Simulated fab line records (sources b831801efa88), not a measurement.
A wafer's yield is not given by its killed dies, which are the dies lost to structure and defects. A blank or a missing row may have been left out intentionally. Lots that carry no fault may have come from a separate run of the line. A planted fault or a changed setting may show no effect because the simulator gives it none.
Problem report in the 8D (eight disciplines) form, filled by code + flow gf180mcu + the parts of the form that need people (team, actions taken, sign-off) are left out

1. THE ISSUE
Wafers with no fault read 1469 W with a standard deviation of 6.5, whereas rf_fwd_power_W at GF_SAB_ETCH_11 reads a mean of 1227 W on 1 wafer of 1 lot. That puts it -37 standard deviations away from the usual mean.
The step: etches SiO2 in C4F8/O2/Ar, target depth 55 nm, time 8.5 s.
Seen first at day 21 00:41 on rie_diel-01, wafer L794.6. At this step, 39 wafers from 13 lots have a number in the record. Rule for "out" (also "out of limits"): further than 4 standard deviations from the usual mean. The rest of the wafers with a number are treated as sound.

2. WHAT IT IS AND WHAT IT IS NOT
| question                    | is                             | is not                                                                          |
|-----------------------------|--------------------------------|---------------------------------------------------------------------------------|
| which readings at this step | rf_fwd_power_W, oes_product_au | -                                                                               |
| which lots                  | L794                           | L780, L781, L782, L785, L787, L788, L789, L791, L792, L796, L797, L803          |
| which wafers of those lots  | L794.6                         | L794.4, L794.5                                                                  |
| read on which tools         | rie_diel-01                    | rie_diel-02, rie_diel-04                                                        |
| when                        | from day 21 00:41              | up to then (29 sound wafers); but 9 sound wafers of L796, L797, L803 came after |

3. THE SUSPECTS, EACH WITH WHAT RULES IT OUT
Counting: if a tool at a process step up to the reading ran every lot that is out, it stays a suspect. Sound lots after the first of them don't rule it out here, since some wafers of a struck lot are sound.
- rie_diel-01 at GF_SAB_ETCH_11 (etches SiO2 in C4F8/O2/Ar, target depth 55 nm, time 8.5 s): kept. It processed L794, the lot that is out, at day 21 00:41, and its most recent sound lot before then was L788 at day 17 22:14. Its own readings are out on those wafers: oes_product_au, rf_fwd_power_W.
- Within rie_diel-01 at GF_SAB_ETCH_11: the wafers that are out ran in chamber 2; their sound lot-mates ran in chamber 3.
After counting, what remains is rie_diel-01 at GF_SAB_ETCH_11.

4. THE CAUSE (what the simulator had put in)
rie_diel-01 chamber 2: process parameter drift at GF_SAB_ETCH_11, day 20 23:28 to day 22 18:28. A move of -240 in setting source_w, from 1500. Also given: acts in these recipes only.
This tool alone remained once counting was done.

5. THE EFFECT CHAIN, in route order
Rows list readings where the struck wafers' mean (over those with a number) sits beyond 3 standard deviations from the usual. Only readings whose record carries a usual standard deviation are examined. hours: median over the lots of the time between each lot's start at the first step of this table that gives one and its start at this step. sigmas: the change, counted in usual standard deviations.
| hours | step           | reading        | usual      | on struck wafers | change | sigmas |
|-------|----------------|----------------|------------|------------------|--------|--------|
| 0     | GF_SAB_ETCH_11 | oes_product_au | 0.996 a.u. | 0.951            | -0.045 | -4.6   |
| 0     | GF_SAB_ETCH_11 | rf_fwd_power_W | 1469 W     | 1227             | -242   | -37    |
Here are the process steps it includes:
- GF_SAB_ETCH_11: etches SiO2 in C4F8/O2/Ar, target depth 55 nm, time 8.5 s.

6. WHAT WOULD HAVE CAUGHT IT SOONER
In this record the first reading out of limits was taken at day 21 00:41, 1 hour after the fault began at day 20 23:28.
